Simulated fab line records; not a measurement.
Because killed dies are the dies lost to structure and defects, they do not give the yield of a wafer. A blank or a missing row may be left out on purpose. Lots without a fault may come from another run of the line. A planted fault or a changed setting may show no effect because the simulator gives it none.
8D (eight disciplines) problem report, filled in by code | flow sky130 | the parts of the form that need people (team, actions taken, sign-off) are left out

## 1. PROBLEM STATEMENT
Wafers without a fault read 15, standard deviation 4.1; killedAtFrontEnd at SKY_PAD_OPEN_PROBE_99 reads a mean of 72 on 2 wafers belonging to 2 lots. That is +14 standard deviations from the usual mean.
Seen first at day 50 10:08 on prober-02, wafer L564.4. At this step, 6 wafers from 2 lots have a number in the record. By rule, "out" or "out of limits" means more than 4 standard deviations away from the usual mean. All remaining wafers that have a number are taken as sound.

## 2. WHAT IT IS AND WHAT IT IS NOT
question                    | is                           | is not
which readings at this step | killedAtFrontEnd, killedDies | killed_at_M0_to_M3, killed_at_M4_up, killedAtContacts, killedOpen, killedShort
which lots                  | L564, L566                   | -
which wafers of those lots  | L564.4, L566.2               | L564.1, L564.2, L566.3, L566.5
read on which tools         | prober-01, prober-02         | -
when                        | from day 50 10:08            | up to then (2 sound wafers); but 2 sound wafers of L566 came after

## 3. WHAT RULES OUT EACH SUSPECT
Counting: if a tool at a process step up to the reading ran every lot that is out, it stays a suspect. Sound lots after the first of them don't rule it out here, since some wafers of a struck lot are sound.
- rieDiel-04 at SKY_POLY_CUT_ETCH_11 (etches Si3N4 in CF4/CH2F2/Ar, stops on poly-Si, time 42.5 s, target depth 60 nm): kept. It ran every lot that is out, first L564 (day 31 01:25).
- pvdSputter-01 at SKY_VIA4_SPUTTER_17 (material TiN, target thk 20 nm, time 80 s): kept. It ran every lot that is out, first L564 (day 47 23:38).
- Within rieDiel-04 at SKY_POLY_CUT_ETCH_11: the wafers that are out ran in chamber 2; their sound lot-mates ran in chambers 0, 1, 3.
The count leaves pvdSputter-01 at SKY_VIA4_SPUTTER_17 and rieDiel-04 at SKY_POLY_CUT_ETCH_11.

## 4. THE CAUSE (what the simulator had put in)
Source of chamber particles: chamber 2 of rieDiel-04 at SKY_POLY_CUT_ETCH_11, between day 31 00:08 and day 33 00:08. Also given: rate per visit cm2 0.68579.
Counting left 2 suspects, and this tool is among them.

## 5. THE CHAIN OF EFFECTS, in route order
One row per reading whose mean, taken over the struck wafers that have a number, lies over 3 standard deviations from the usual. Readings are gone through only where the record gives a usual standard deviation; hours: the median, over the lots, of the time from a lot's start at the first step in this table giving one to that lot's start at this step; sigmas: the change measured in usual standard deviations.
hours | step                  | reading          | usual | on struck wafers | change | sigmas
0     | SKY_PAD_OPEN_PROBE_99 | killedAtFrontEnd | 15    | 72               | +58    | +14
0     | SKY_PAD_OPEN_PROBE_99 | killedDies       | 88    | 136              | +48    | +5.2
It contains these process steps:
- SKY_PAD_OPEN_PROBE_99

## 6. WHAT WOULD HAVE CAUGHT IT SOONER
In this record the first reading out of limits was taken at day 50 10:08, 466 hours after the fault began at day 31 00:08.
Tool readings at SKY_POLY_CUT_ETCH_11 with a usual standard deviation given in the record: none out on any struck wafer, hence no alarm at a limit of 4 standard deviations on them.
The start of SKY_POLY_CUT_ETCH_11 on rieDiel-04 came by day 50 10:08 for every one of the lots that are out (2). Had the tool been put on hold then, not one of them would have been saved.
